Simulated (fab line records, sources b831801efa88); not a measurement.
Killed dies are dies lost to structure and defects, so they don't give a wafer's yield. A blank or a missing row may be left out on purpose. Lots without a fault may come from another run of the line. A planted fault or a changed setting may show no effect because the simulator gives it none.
fab line records | flow gf180mcu
record lots=15 wafers=45 last_day=34
route steps=602 shown DNWELL@40 NWELL@52 V3@443 M4@471 V4@481
lots that met no fault: from a run of the same line without faults
start_h: hours from the record's first day to the start of the lot's first wafer shown | wait_h: hours since the lot's step before | " the same as in the row above | L1.1+2: a row that stands for several wafers | - no value, or no start given | * or withheld: withheld | < > ~ a bound
route shown NAME@n: a module of which the file shows steps, and the number in the route of the first | usual: mean/standard deviation of fault-free wafers | same: alike in all rows | chamber/n: place in a boat | sites: the reading at each site | _std_site: their standard deviation | _edge_site: outer sites' mean less inner sites' | radius_mm: how far each site lies from the wafer's centre | mask NAME#n: copy n | behind: the tool/chamber that last shaped the wafer | hold: why the lot was held/for how many hours/how that ended | device: the transistor (n, p or np) that didn't switch | end of line: the same wafers' tests at the end of the route | a step without rows: its recipe alone | killed: dies lost to structure and defects at the first sort, not the wafer's yield | map: a wafer's dies, x killed, . not, _ none there
set.NAME: the setting as run; set.NAME@STEP: as run at that earlier step | model.NAME: the simulator's own value behind a step, which no gauge read
steps of the route over a sample of lots; a table a step, a row a wafer
services: from which hour (start_h, from the record's first day; less than 0 if before it) a tool's chamber was out of use, for how many hours, and why
## steps
# step GF_DNWELL_STRIP_08
# recipe chemistry=O2/N2 power_w=1400 pressure_mtorr=1500 platen_temp_c=250 o2_flow_sccm=3000 n2_flow_sccm=300 overash_fraction=0.5
# usual chamber_pressure_mTorr=1500.1/1.3 drypump_motor_current_A=5.8/0.58 heater_power_w=317/26 oes_product_au=0.722/0.0046 strip_time_to_endpoint_s=36.99/0.092
# columns lot.wafer tool chamber start_h wait_h chamber_pressure_mTorr drypump_motor_current_A heater_power_w oes_product_au rf_hours_counter_h strip_time_to_endpoint_s
L150.2 plasma_asher-04 0 43.16 0.1 1499.5 5.2 300 0.721 38 36.94
L150.4 " 0 " " 1498.0 5.2 304 0.725 - 36.90
L150.6 " 1 " " 1501.4 6.2 346 0.725 - 36.81
L152.3 plasma_asher-04 0 54.06 0.1 1499.6 5.1 300 0.719 - 37.03
L152.4 " 1 " " 1500.6 6.2 336 0.716 - 37.11
L152.6 " 1 " " 1499.7 6.2 342 0.715 - 37.00
L155.4 plasma_asher-03 0 69.76 0.1 - - - - - -
L155.5 " 0 " " - - - - - -
L155.6 " 1 " " - - - - - -
L156.3 plasma_asher-04 1 76.04 0.1 - - - - - -
L156.4 " 0 " " - - - - - -
L156.5 " 0 " " - - - - - -
L157.1 plasma_asher-01 1 80.10 0.1 - - - - - -
L157.2 " 0 " " - - - - - -
L157.3 " 1 " " - - - - - -
L159.1 plasma_asher-04 1 90.85 0.1 1498.4 6.2 345 0.722 44 36.89
L159.2 " 0 " " 1501.4 5.2 306 0.721 44 36.92
L159.6 " 1 " " 1497.9 6.2 343 0.711 - 36.96
L163.3 plasma_asher-01 0 112.01 0.1 1498.4 5.6 319 0.731 - 37.10
L163.4 " 1 " " 1500.1 6.3 280 0.726 - 37.14
L163.5 " 0 " " 1498.9 5.5 334 0.725 - 37.07
L164.1 plasma_asher-04 0 117.65 0.1 1503.5 5.2 296 0.721 47 36.94
L164.2 " 1 " " 1501.2 6.2 339 0.724 47 36.93
L164.6 " 1 " " 1501.3 6.2 346 0.725 - 36.90
L165.2 plasma_asher-01 0 121.85 0.1 1500.4 5.6 331 0.712 34 37.12
L165.3 " 0 " " 1497.8 5.6 331 0.724 - 37.03
L165.4 " 1 " " 1501.6 6.3 278 0.719 - 37.03
L166.1 plasma_asher-04 1 128.77 0.1 1501.5 6.2 346 0.712 48 36.93
L166.3 " 1 " " 1500.4 6.2 338 0.721 - 37.07
L166.6 " 1 " " 1499.1 6.2 335 0.720 - 37.10
L168.3 plasma_asher-03 1 139.46 0.1 1499.5 6.5 310 0.723 - 36.91
L168.4 " 0 " " 1500.3 4.8 361 0.729 - 37.01
L168.6 " 1 " " 1502.2 6.5 312 0.730 - 37.02
L170.3 plasma_asher-04 0 149.06 0.1 1500.2 5.2 304 0.726 - 37.15
L170.4 " 1 " " 1500.4 6.2 343 0.722 - 37.08
L170.5 " 1 " " 1500.2 6.2 342 0.723 - 37.06
L171.3 plasma_asher-01 1 154.44 0.1 1498.7 6.3 278 0.721 - 37.05
L171.5 " 1 " " 1499.6 6.3 275 0.717 - 37.13
L171.6 " 0 " " 1499.1 5.5 319 0.730 - 37.08
L172.2 plasma_asher-03 0 159.65 0.1 1499.9 4.7 360 0.721 5 36.87
L172.4 " 0 " " 1500.9 4.7 354 0.722 - 36.81
L172.6 " 0 " " 1502.6 4.8 363 0.718 - 36.83
L173.2 plasma_asher-04 0 165.83 0.1 1497.9 5.2 307 0.727 51 36.94
L173.3 " 0 " " 1500.9 5.1 300 0.717 - 37.04
L173.6 " 0 " " 1500.4 5.2 300 0.725 - 36.94
# step GF_NWELL_STRIP_10
# recipe chemistry=O2/N2 power_w=1400 pressure_mtorr=1500 platen_temp_c=250 o2_flow_sccm=3000 n2_flow_sccm=300 overash_fraction=0.5
# usual chamber_pressure_mTorr=1500.1/1.4 drypump_motor_current_A=6.0/0.42 heater_power_w=322/27 oes_product_au=0.722/0.0043 strip_time_to_endpoint_s=36.99/0.097
# columns lot.wafer tool chamber start_h wait_h chamber_pressure_mTorr drypump_motor_current_A heater_power_w oes_product_au rf_hours_counter_h strip_time_to_endpoint_s
L150.2 plasma_asher-01 1 55.92 0.1 1498.9 6.3 279 0.719 26 36.96
L150.4 " 1 " " 1501.8 6.3 272 0.717 - 36.95
L150.6 " 1 " " 1499.3 6.3 278 0.724 - 36.87
L152.3 plasma_asher-01 1 67.39 0.1 1497.0 6.3 285 0.726 - 36.73
L152.4 " 0 " " 1501.2 5.6 317 0.721 - 36.75
L152.6 " 0 " " 1499.6 5.5 321 0.722 - 36.78
L155.4 plasma_asher-02 1 83.39 0.1 1499.9 6.1 340 0.744 - 81.19
L155.5 " 1 " " 1500.2 6.0 338 0.736 - 81.01
L155.6 " 0 " " 1499.2 6.1 335 0.738 - 81.18
L156.3 plasma_asher-02 0 90.30 0.1 1499.1 6.1 344 0.747 - 81.42
L156.4 " 1 " " 1501.9 6.1 346 0.750 - 81.42
L156.5 " 0 " " 1500.4 6.1 335 0.742 - 81.48
L157.1 plasma_asher-02 1 93.72 0.1 1499.4 6.0 341 0.738 45 81.24
L157.2 " 0 " " 1499.9 6.1 333 0.733 45 81.30
L157.3 " 0 " " 1501.4 6.1 343 0.741 - 81.23
L159.1 plasma_asher-02 0 105.37 0.1 1500.3 6.1 338 0.721 46 37.05
L159.2 " 1 " " 1501.2 6.1 342 0.716 46 36.98
L159.6 " 1 " " 1498.5 6.0 347 0.728 - 37.06
L163.3 plasma_asher-01 1 127.68 0.1 1497.6 6.3 285 0.720 - 36.99
L163.4 " 0 " " 1498.6 5.6 328 0.726 - 36.93
L163.5 " 1 " " 1500.3 6.3 276 0.716 - 36.94
L164.1 plasma_asher-01 0 132.75 0.1 1503.6 5.6 329 0.723 35 36.80
L164.2 " 1 " " 1502.1 6.3 271 0.734 35 36.82
L164.6 " 1 " " 1501.5 6.3 280 0.719 - 36.86
L165.2 plasma_asher-02 1 137.95 0.1 1501.1 6.1 342 0.728 50 36.88
L165.3 " 1 " " 1501.4 6.1 351 0.721 - 37.05
L165.4 " 0 " " 1499.5 6.1 333 0.726 - 36.83
L166.1 plasma_asher-01 0 144.50 0.1 1498.8 5.6 334 0.721 36 37.06
L166.3 " 0 " " 1500.1 5.6 318 0.722 - 37.08
L166.6 " 0 " " 1500.3 5.6 324 0.718 - 37.04
L168.3 plasma_asher-01 1 155.78 0.1 1499.7 6.3 281 0.728 - 37.13
L168.4 " 0 " " 1501.8 5.5 319 0.720 - 37.22
L168.6 " 1 " " 1499.7 6.3 280 0.720 - 37.12
L170.3 plasma_asher-03 0 165.70 0.1 1498.1 4.8 353 0.721 - 36.97
L170.4 " 1 " " 1500.7 6.5 309 0.719 - 36.87
L170.5 " 1 " " 1499.5 6.5 304 0.724 - 36.88
L171.3 plasma_asher-01 0 170.95 0.1 1499.5 5.6 323 0.720 - 37.12
L171.5 " 0 " " 1500.8 5.6 321 0.719 - 37.02
L171.6 " 1 " " 1500.0 6.3 272 0.728 - 37.08
L172.2 plasma_asher-03 0 175.35 0.1 1499.0 4.8 375 0.722 6 37.00
L172.4 " 1 " " 1502.0 6.5 305 0.722 - 37.01
L172.6 " 0 " " 1501.8 4.8 379 0.718 - 37.05
L173.2 plasma_asher-01 0 182.21 0.1 1498.3 5.6 327 0.717 40 37.06
L173.3 " 1 " " 1499.4 6.3 274 0.720 - 37.12
L173.6 " 1 " " 1500.4 6.3 279 0.723 - 37.05
# step GF_NWELL_TW_MEAS_11
# usual NWELL_TW=1565/11
# columns lot.wafer tool chamber start_h wait_h NWELL_TW
L150.2 film_metro-03 - 56.03 0.1 1576
L150.4 " - " " 1579
L150.6 " - " " 1585
L152.3 film_metro-04 - 67.48 0.1 1571
L152.4 " - " " 1567
L152.6 " - " " 1577
L155.4 film_metro-01 - 83.49 0.1 30
L155.5 " - " " 30
L155.6 " - " " 30
L156.3 film_metro-01 - 90.39 0.1 29
L156.4 " - " " 30
L156.5 " - " " 30
L157.1 film_metro-04 - 93.82 0.1 30
L157.2 " - " " 30
L157.3 " - " " 30
L159.1 film_metro-01 - 105.47 0.1 1556
L159.2 " - " " 1561
L159.6 " - " " 1557
L163.3 film_metro-01 - 127.77 0.1 1556
L163.4 " - " " 1564
L163.5 " - " " 1566
L164.1 film_metro-01 - 132.85 0.1 1569
L164.2 " - " " 1556
L164.6 " - " " 1575
L165.2 film_metro-01 - 138.06 0.1 1563
L165.3 " - " " 1569
L165.4 " - " " 1557
L166.1 film_metro-03 - 144.60 0.1 1588
L166.3 " - " " 1585
L166.6 " - " " 1591
L168.3 film_metro-03 - 155.87 0.1 1577
L168.4 " - " " 1585
L168.6 " - " " 1584
L170.3 film_metro-04 - 165.79 0.1 1565
L170.4 " - " " 1560
L170.5 " - " " 1566
L171.3 film_metro-03 - 171.04 0.1 1563
L171.5 " - " " 1578
L171.6 " - " " 1571
L172.2 film_metro-03 - 175.46 0.1 1568
L172.4 " - " " 1563
L172.6 " - " " 1572
L173.2 film_metro-01 - 182.32 0.1 1556
L173.3 " - " " 1562
L173.6 " - " " 1559
# step GF_V3_CD_MEAS_14
# recipe target_cd_nm=260
# usual cd_nm=259.7/1.2
# columns lot.wafer tool chamber start_h wait_h cd_nm
L150.2 cd_sem-02 - 516.57 0.1 261.1
L150.4 " - " " 261.2
L150.6 " - " " 261.6
L152.3 cd_sem-01 - 534.31 0.1 260.3
L152.4 " - " " 259.0
L152.6 " - " " 258.8
L155.4 cd_sem-02 - 559.43 0.1 258.8
L155.5 " - " " 260.2
L155.6 " - " " 258.8
L156.3 cd_sem-02 - 564.44 0.1 261.5
L156.4 " - " " 261.7
L156.5 " - " " 261.7
L157.1 cd_sem-02 - 574.36 0.1 260.7
L157.2 " - " " 259.7
L157.3 " - " " 259.8
L159.1 cd_sem-02 - 601.85 0.1 258.4
L159.2 " - " " 259.4
L159.6 " - " " 258.0
L163.3 cd_sem-01 - 617.86 0.1 260.0
L163.4 " - " " 259.7
L163.5 " - " " 259.7
L164.1 cd_sem-01 - 628.35 0.1 259.5
L164.2 " - " " 259.9
L164.6 " - " " 258.5
L165.2 cd_sem-01 - 637.69 0.1 257.2
L165.3 " - " " 258.4
L165.4 " - " " 257.5
L166.1 cd_sem-02 - 643.70 0.1 260.1
L166.3 " - " " 259.7
L166.6 " - " " 259.4
L168.3 cd_sem-01 - 655.79 0.1 257.3
L168.4 " - " " 257.6
L168.6 " - " " 258.8
L170.3 cd_sem-01 - 666.71 0.1 258.5
L170.4 " - " " 260.0
L170.5 " - " " 258.9
L171.3 cd_sem-02 - 672.48 0.1 258.6
L171.5 " - " " 259.2
L171.6 " - " " 258.1
L172.2 cd_sem-02 - 678.82 0.1 259.6
L172.4 " - " " 260.8
L172.6 " - " " 259.7
L173.2 cd_sem-01 - 689.78 0.1 258.3
L173.3 " - " " 259.5
L173.6 " - " " 259.2
# step GF_M4_OVL_MEAS_15
# usual M4_OVL=0/4.9
# columns lot.wafer tool chamber start_h wait_h M4_OVL[nm]
L150.2 overlay-02 - 541.00 0.1 3
L150.4 " - " " 6
L150.6 " - " " -1
L152.3 overlay-02 - 558.90 0.1 -3
L152.4 " - " " 6
L152.6 " - " " -1
L155.4 overlay-01 - 581.99 0.1 9
L155.5 " - " " 12
L155.6 " - " " 6
L156.3 overlay-02 - 587.48 0.1 -4
L156.4 " - " " -3
L156.5 " - " " 0
L157.1 overlay-02 - 597.02 0.1 0
L157.2 " - " " -1
L157.3 " - " " -1
L159.1 overlay-02 - 624.09 0.1 -6
L159.2 " - " " -10
L159.6 " - " " 2
L163.3 overlay-01 - 639.33 0.1 -5
L163.4 " - " " -2
L163.5 " - " " -6
L164.1 overlay-01 - 650.57 0.1 -2
L164.2 " - " " -4
L164.6 " - " " 0
L165.2 overlay-01 - 659.85 0.1 5
L165.3 " - " " -5
L165.4 " - " " -3
L166.1 overlay-02 - 665.19 0.1 5
L166.3 " - " " 1
L166.6 " - " " 4
L168.3 overlay-01 - 677.03 0.1 6
L168.4 " - " " 1
L168.6 " - " " 1
L170.3 overlay-02 - 687.53 0.1 -1
L170.4 " - " " 2
L170.5 " - " " -6
L171.3 overlay-01 - 693.19 0.1 0
L171.5 " - " " -5
L171.6 " - " " -1
L172.2 overlay-01 - 699.55 0.1 0
L172.4 " - " " -1
L172.6 " - " " -4
L173.2 overlay-01 - 710.17 0.1 -9
L173.3 " - " " -9
L173.6 " - " " -11
# step GF_V4_BOW_MEAS_05
# recipe mode=bow
# usual V4_BOW=135/8.1
# columns lot.wafer tool chamber start_h wait_h V4_BOW[um]
L150.2 film_metro-03 - 542.26 0.1 128
L150.4 " - " " 132
L150.6 " - " " 130
L152.3 film_metro-03 - 560.32 0.3 125
L152.4 " - " " 134
L152.6 " - " " 138
L155.4 film_metro-04 - 583.36 0.3 147
L155.5 " - " " 125
L155.6 " - " " 134
L156.3 film_metro-04 - 588.78 0.2 126
L156.4 " - " " 131
L156.5 " - " " 121
L157.1 film_metro-03 - 598.27 0.2 131
L157.2 " - " " 141
L157.3 " - " " 131
L159.1 film_metro-03 - 625.37 0.1 126
L159.2 " - " " 127
L159.6 " - " " 128
L163.3 film_metro-04 - 640.63 0.3 134
L163.4 " - " " 133
L163.5 " - " " 127
L164.1 film_metro-04 - 652.06 0.1 140
L164.2 " - " " 120
L164.6 " - " " 129
L165.2 film_metro-04 - 661.14 0.1 138
L165.3 " - " " 135
L165.4 " - " " 134
L166.1 film_metro-03 - 666.43 0.1 154
L166.3 " - " " 130
L166.6 " - " " 140
L168.3 film_metro-04 - 678.33 0.2 138
L168.4 " - " " 124
L168.6 " - " " 114
L170.3 film_metro-04 - 688.81 0.1 139
L170.4 " - " " 139
L170.5 " - " " 133
L171.3 film_metro-03 - 694.48 0.2 135
L171.5 " - " " 132
L171.6 " - " " 128
L172.2 film_metro-03 - 700.89 0.3 142
L172.4 " - " " 141
L172.6 " - " " 133
L173.2 film_metro-04 - 711.43 0.2 136
L173.3 " - " " 132
L173.6 " - " " 141
## services
# columns tool chamber start_h hours kind
plasma_asher-03 - 28.81 2.8 pm
plasma_asher-01 - 32.67 4.1 repair
plasma_asher-03 - 57.44 9.0 pm
plasma_asher-03 - 88.16 4.4 repair
plasma_asher-03 - 108.75 9.0 pm
plasma_asher-03 0 108.75 9.0 vent_cycle
plasma_asher-03 1 108.75 9.0 vent_cycle
plasma_asher-03 0 117.75 - clean
plasma_asher-03 1 117.75 - clean
plasma_asher-01 - 135.20 5.2 repair
plasma_asher-04 - 155.03 2.8 pm
## key
first_sign step=GF_DNWELL_STRIP_08 reading=tool_record direction=missing
effect step=GF_NWELL_STRIP_10 reading=strip_time_to_endpoint_s direction=up sigmas=99+ usual=* struck=*
effect step=GF_NWELL_TW_MEAS_11 reading=NWELL_TW direction=down sigmas=99+ usual=1565 struck=30
met_at GF_DNWELL_STRIP_08
struck_lots L155,L156,L157
sort_left_out L155.4,L155.5,L155.6,L156.3,L156.4,L156.5,L157.1,L157.2,L157.3
tester_left_out L155,L156,L157
not_acting_at GF_V3_CD_MEAS_14,GF_M4_OVL_MEAS_15,GF_V4_BOW_MEAS_05
onset_between 54.06 69.76
fault kind=skipped_step_whole tool=plasma_asher-01,plasma_asher-03,plasma_asher-04 chamber=- onset_h=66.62 steps=GF_DNWELL_STRIP_08 scope=struck_lots_only
# tester_left_out: of these lots the tester's yield and bins aren't shown, on N5 and GAA mostly nor the transistor test; their killed dies are dies lost to structure and defects alone, not to doping, threshold or leakage, so they don't give the yield
# sort_left_out: the simulated sort isn't trusted on such a fault, so these wafers' sort isn't shown, and their yield isn't known
